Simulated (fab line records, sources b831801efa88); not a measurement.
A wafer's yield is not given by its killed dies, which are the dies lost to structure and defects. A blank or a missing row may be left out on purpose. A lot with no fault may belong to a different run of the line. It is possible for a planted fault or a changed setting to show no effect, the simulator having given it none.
Which tool is to blame? -- flow sky130 -- 14 lots with 42 wafers sampled at 3 steps, on a route of 708 steps

WHAT THE GAUGES SHOWED, per wafer
SKY_VIA3_OVL_MEAS_13. Usual: for VIA3_OVL the level is 0 nm and the standard deviation is 5.3.
lot,measured,on,VIA3_OVL (nm),flag
L701,day 40 15:17,overlay-01,-6 -5 -7,
L702,day 41 04:50,overlay-01,-7 2 -2,
L704,day 41 12:56,overlay-01,-17 7 -5,
L706,day 42 00:57,overlay-01,1 4 -9,
L707,day 42 12:16,overlay-02,4 -7 -2,
L708,day 42 13:24,overlay-01,-1 -8 -3,
L709,day 42 21:35,overlay-01,7 14 13,
L710,day 43 02:25,overlay-01,0 -5 -2,
L711,day 43 10:00,overlay-01,1 0 -2,
L713,day 43 20:41,overlay-01,-3 -6 -3,
L717,day 44 16:59,overlay-01,-2 1 -1,
L718,day 45 00:47,overlay-02,4 3 -1,
L719,day 45 08:26,overlay-01,-1 0 4,
L721,day 45 21:18,overlay-01,1 9 -1,

EACH LOT AND THE TOOL THAT RAN IT (in order: tool; ch and the chambers of the sampled wafers; start)
lot,SKY_METAL3_DESCUM_15,SKY_VIA3_CMP_02
L701,"rie metal-01 ch 0,1, day 39 13:54","cmp-02 ch 1,2, day 39 15:14"
L702,"rie metal-01 ch 0,1, day 40 03:19","cmp-02 ch 2,3, day 40 04:31"
L704,"rie metal-01 ch 0,1, day 40 11:02","cmp-02 ch 0,2, day 40 12:39"
L706,"rie metal-04 ch 0,1, day 40 23:27","cmp-01 ch 0,1,3, day 41 00:36"
L707,"rie metal-04 ch 0,1, day 41 10:16","cmp-01 ch 2,3, day 41 11:28"
L708,"rie metal-02 ch 0,1, day 41 12:01","cmp-01 ch 0,1,3, day 41 13:10"
L709,"rie metal-01 ch 0,1, day 41 20:40","cmp-01 ch 0,2,3, day 41 22:06"
L710,"rie metal-04 ch 0,1, day 42 01:51","cmp-01 ch 1,3, day 42 03:05"
L711,"rie metal-02 ch 0,1, day 42 09:05","cmp-02 ch 1,2,3, day 42 10:32"
L713,"rie metal-04 ch 0,1, day 42 21:06","cmp-02 ch 0,2,3, day 42 22:18"
L717,"rie metal-04 ch 0,1, day 43 16:48","cmp-02 ch 0,2,3, day 43 18:02"
L718,"rie metal-01 ch 0,1, day 44 00:58","cmp-01 ch 0,2,3, day 44 02:07"
L719,"rie metal-01 ch 0,1, day 44 08:07","cmp-01 ch 1,2, day 44 09:18"
L721,"rie metal-04 ch 0,1, day 44 21:49","cmp-02 ch 1,2,3, day 44 23:07"
- SKY_METAL3_DESCUM_15: chemistry O2, time 8 s.
- SKY_VIA3_CMP_02: polishes SiO2.

AS READ BY THE TOOLS THEMSELVES (means over the sampled wafers that have a number; for cases with no such wafer, the mark the record gives instead)
SKY_METAL3_DESCUM_15. Usual: drypump motor current A 5.8 A, standard deviation 0.48; oes product au 0.998 a.u., standard deviation 0.0079; temp c 39.99 C, standard deviation 0.11.
lot,tool,drypump motor current A (A),oes product au (a.u.),temp c (C),flag
L701,rie metal-01,6.0,0.999,39.92,
L702,rie metal-01,6.0,0.991,39.94,
L704,rie metal-01,6.0,0.993,40.05,
L706,rie metal-04,5.4,1.004,40.03,
L707,rie metal-04,5.3,1.006,40.07,
L708,rie metal-02,6.1,1.000,39.97,
L709,rie metal-01,6.0,0.995,39.93,
L710,rie metal-04,5.2,1.002,40.02,
L711,rie metal-02,6.1,1.006,40.08,
L713,rie metal-04,5.2,0.998,40.04,
L717,rie metal-04,5.4,1.002,40.01,
L718,rie metal-01,6.0,0.991,40.04,
L719,rie metal-01,6.0,0.990,39.89,
L721,rie metal-04,5.3,0.994,40.06,

SKY_VIA3_CMP_02. Usual: 11.9 A for motor current A, sd 1.2.
lot,tool,motor current A (A),flag
L701,cmp-02,10.5,
L702,cmp-02,10.2,
L704,cmp-02,10.6,
L706,cmp-01,12.3,
L707,cmp-01,13.3,
L708,cmp-01,12.5,
L709,cmp-01,13.4,
L710,cmp-01,11.7,
L711,cmp-02,10.5,
L713,cmp-02,11.0,
L717,cmp-02,10.9,
L718,cmp-01,13.0,
L719,cmp-01,12.0,
L721,cmp-02,10.8,

THE ANSWER, worked out from the rows above alone
Rule: a lot counts as off when the mean over its wafers that have a number is more than 3 standard deviations away from the usual mean. A lot without any number at a reading at which 4 lots or more have one is off too. Any other lot the step has rows for is counted as sound. First the gauges in route order, then the tools' own readings, where a lot's mean is used as printed above. At the first step where some lot is off, the reading lying furthest off is the one used; lots without a number count as furthest.
Nothing can be told from this: no lot is off at any reading shown.

WHAT THE SIMULATOR HAD PUT IN
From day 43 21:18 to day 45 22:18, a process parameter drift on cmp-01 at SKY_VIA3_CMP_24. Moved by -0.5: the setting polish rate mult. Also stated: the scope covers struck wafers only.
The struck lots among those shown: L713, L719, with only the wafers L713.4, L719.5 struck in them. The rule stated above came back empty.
